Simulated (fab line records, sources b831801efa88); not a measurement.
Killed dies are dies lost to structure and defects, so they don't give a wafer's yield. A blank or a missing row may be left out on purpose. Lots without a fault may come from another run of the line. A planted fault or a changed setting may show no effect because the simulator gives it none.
Which tool did it? | flow sky130 | 10 lots, 30 wafers sampled, at 4 steps of a route of 708

WHAT THE GAUGES READ, wafer by wafer
SKY_VIA4_OVL_MEAS_11.
lot  | measured     | on         | VIA4_OVL (nm)
L573 | day 42 11:55 | overlay-01 | -2.6 -0.9 -0.7
L576 | day 44 06:17 | overlay-02 | -1.0 -1.5 -2.0
L577 | day 44 08:21 | overlay-01 | 2.1 2.0 0.5
L578 | day 44 10:13 | overlay-02 | 2.0 -0.8 0.4
L579 | day 44 11:40 | overlay-02 | -0.9 -2.0 -1.5
L589 | day 47 02:49 | overlay-01 | -1.5 -2.6 -2.3
L590 | day 47 03:11 | overlay-01 | -2.3 -3.1 -2.5
L592 | day 47 21:46 | overlay-02 | -2.3 -1.4 0.8
L593 | day 48 03:58 | overlay-02 | -0.2 3.0 0.6
L596 | day 48 10:03 | overlay-02 | -0.4 -0.1 0.4

WHICH TOOL RAN EACH LOT (tool, then ch and the chambers of the sampled wafers, then the start)
lot  | SKY_METAL3_DESCUM_15              | SKY_METAL4_METAL_ETCH_18          | SKY_METAL4_STRIP_19
L573 | rie_metal-03 ch 0,1, day 38 05:11 | rie_metal-02 ch 0,1, day 41 10:58 | plasma_asher-04 ch 0,1, day 41 11:08
L576 | rie_metal-02 ch 0,1, day 40 03:18 | rie_metal-02 ch 0,1, day 43 07:28 | plasma_asher-03 ch 0,1, day 43 07:38
L577 | rie_metal-03 ch 0,1, day 40 06:26 | rie_metal-02 ch 0,1, day 43 08:25 | plasma_asher-01 ch 0,1, day 43 08:35
L578 | rie_metal-02 ch 0,1, day 40 07:08 | rie_metal-04 ch 0,1, day 43 10:31 | plasma_asher-04 ch 0,1, day 43 10:41
L579 | rie_metal-01 ch 0,1, day 40 10:14 | rie_metal-02 ch 0,1, day 43 12:26 | plasma_asher-04 ch 0,1, day 43 12:37
L589 | rie_metal-01 ch 0,1, day 43 07:12 | rie_metal-02 ch 0,1, day 46 04:04 | plasma_asher-04 ch 0,1, day 46 04:14
L590 | rie_metal-01 ch 0,1, day 43 07:41 | rie_metal-02 ch 0,1, day 46 04:48 | plasma_asher-04 ch 0,1, day 46 04:58
L592 | rie_metal-01 ch 0,1, day 44 05:21 | rie_metal-04 ch 0,1, day 47 01:23 | plasma_asher-03 ch 0,1, day 47 01:34
L593 | rie_metal-02 ch 0,1, day 44 13:19 | rie_metal-04 ch 0,1, day 47 08:28 | plasma_asher-03 ch 0,1, day 47 08:37
L596 | rie_metal-02 ch 0,1, day 44 19:50 | rie_metal-01 ch 0,1, day 47 13:43 | plasma_asher-04 ch 0,1, day 47 13:53
- SKY_METAL3_DESCUM_15: chemistry O2, time 8 s.
- SKY_METAL4_METAL_ETCH_18: etches the open film in Cl2/BCl3, stops on SiO2, target depth 845 nm, time 183.1 s.
- SKY_METAL4_STRIP_19: strips in O2/N2.

THE ANSWER, worked out from the rows above alone
Rule: what is usual is taken from the lots themselves. Put in order of their means at a reading, lots are off if they are a third of the lots or fewer, leave a main group of 4 or more, and stand apart from it by a gap of 3 or more times the standard deviation of the main group's means; of several such gaps the widest counts. A main group whose means are all the same, to the digits that the tables above print for the reading, isn't used. A lot without any number at a reading at which 4 lots or more have one is off too. The other lots that the step has rows for count as sound.
No lot is off at any reading shown: from this, nothing can be told.

WHAT THE SIMULATOR HAD PUT IN
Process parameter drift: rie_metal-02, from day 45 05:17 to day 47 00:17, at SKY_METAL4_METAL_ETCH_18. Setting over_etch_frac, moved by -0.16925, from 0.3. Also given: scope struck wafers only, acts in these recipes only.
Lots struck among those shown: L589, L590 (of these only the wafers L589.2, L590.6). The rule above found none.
